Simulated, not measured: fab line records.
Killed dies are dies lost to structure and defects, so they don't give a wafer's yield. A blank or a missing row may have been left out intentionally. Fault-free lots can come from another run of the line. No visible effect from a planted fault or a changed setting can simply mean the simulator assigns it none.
A struck lot beside a sound one :: flow sky130 :: 16 out of 708 route steps
Sound: wafers L199.1, L199.3, L199.6. Wafers L200.1, L200.2, L200.4 were the ones struck. The cause is named last.
Per side, at each step with rows, come the tool, then ch with its chambers, and then its first start. Under that, the readings that differ: sound wafers :: struck wafers :: difference of the means :: sigmas: that difference in standard deviations of wafers without a fault.
alike: same words and numbers on both sides, and readings whose means sit less than 2 such deviations apart. not compared: any withheld reading, any reading some wafer has no value for, any bound like >300 that may hide the same value, and any number with overlapping values for which the record gives no deviation.
Wherever a step has rows on one side only, a row that says differs or no value, or a row with sigmas, the two part there. When numbers do not overlap yet have no deviation, they are printed without sigmas and do not part them. A reading that every wafer of one side lacks parts them only if that side has two wafers or more.

SKY_VIA3_CMP_02: polishes SiO2.
  sound on cmp-01 ch 0,1,3, day 39 22:28; struck on cmp-01 ch 1,2,3, day 40 00:34
  alike: motor_current_A
SKY_VIA3_BOW_MEAS_03:
  sound on film_metro-03 at day 39 22:43; struck on film_metro-03 at day 40 00:52
  alike: VIA3_BOW
then, 8 steps without rows for these wafers: SKY_VIA3_DEHYDRATE_04 (time 60 s); SKY_VIA3_HMDS_05 (prime time 60 s); SKY_VIA3_COAT_06 (resist thk 60 nm); SKY_VIA3_COAT_07 (resist thk 450 nm); SKY_VIA3_SOFTBAKE_08 (time 90 s); SKY_VIA3_EXPOSE_09 (exposes mask VIM3, target cd 200 nm); SKY_VIA3_PEB_10; SKY_VIA3_DEVELOP_11 (develop time 60 s).
SKY_VIA3_CD_MEAS_12: target cd 200 nm.
  sound on cd_sem-01 at day 40 22:57; struck on cd_sem-02 at day 41 00:51
  alike: cd_nm
SKY_VIA3_OVL_MEAS_13:
  sound on overlay-02 at day 40 23:04; struck on overlay-01 at day 41 00:58
  alike: VIA3_OVL
SKY_VIA3_ETCH_14: etches BARC in N2/H2, stops on SiO2, time 45.9 s, target depth 60 nm.
  sound on rie_diel-01 ch 0,2,3, day 40 23:07; struck on rie_diel-04 ch 1,2,3, day 41 01:01
reading: oes_product_au (a.u.)
sound: 0.851 0.851 0.858
struck: 1.021 0.984 1.007
difference: +0.151
sigmas: +33

reading: run_length_s (s)
sound: 74.3 74.8 74.0
struck: 57.1 55.5 55.4
difference: -18.4
sigmas: -37

reading: model.KrF-thick_of_VIA3_COAT_07.thk_nm (nm)
sound: 391.4 393.4 392.3
struck: 409 410.5 409.1
difference: +17
sigmas: 

reading: model.etch.depth_nm (nm)
sound: 60.12 60 60.14
struck: 48.03 45.59 47.25
difference: -13.13
sigmas: 

reading: model.VIA3.cd_nm (nm)
sound: 202.3 200.7 200.2
struck: 195.5 195.1 193.7
difference: -6.3
sigmas: 
  alike: drypump_motor_current_A, throttle_valve_pct
  not compared: rf_hours_counter_h
SKY_VIA3_ETCH_15: etches SiO2 in C4F8/O2/Ar, stops on TiN, target depth 507 nm, time 78 s.
  sound on rie_diel-01 ch 0,2,3, day 40 23:09; struck on rie_diel-04 ch 1,2,3, day 41 01:03
reading: oes_product_au (a.u.)
sound: 0.947 0.932 0.940
struck: 0.374 0.377 0.376
difference: -0.564
sigmas: -99 or more

reading: model.KrF-thick_of_VIA3_COAT_07.thk_nm (nm)
sound: 289.3 295.9 291.9
struck: 305.7 311.9 305.5
difference: +15.3
sigmas: 
  alike: run_length_s
SKY_VIA3_STRIP_16: strips in O2/N2.
  sound on plasma_asher-03 ch 0,1, day 40 23:13; struck on plasma_asher-03 ch 0,1, day 41 01:07
reading: strip_time_to_endpoint_s (s)
sound: 4.11 4.17 4.15
struck: 4.28 4.35 4.29
difference: +0.16
sigmas: +5
  alike: drypump_motor_current_A, oes_product_au
  not compared: rf_hours_counter_h
then, 1 step without rows for these wafers: SKY_VIA3_STRIP_17 (strips in post etch residue remover, time 1200 s).

## WHERE THEY PART
First at SKY_VIA3_ETCH_14; last, within this record, at SKY_VIA3_STRIP_16.

WHY: what the simulator had put in
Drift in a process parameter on rie_diel-04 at SKY_VIA3_ETCH_14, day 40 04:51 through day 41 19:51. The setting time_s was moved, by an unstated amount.
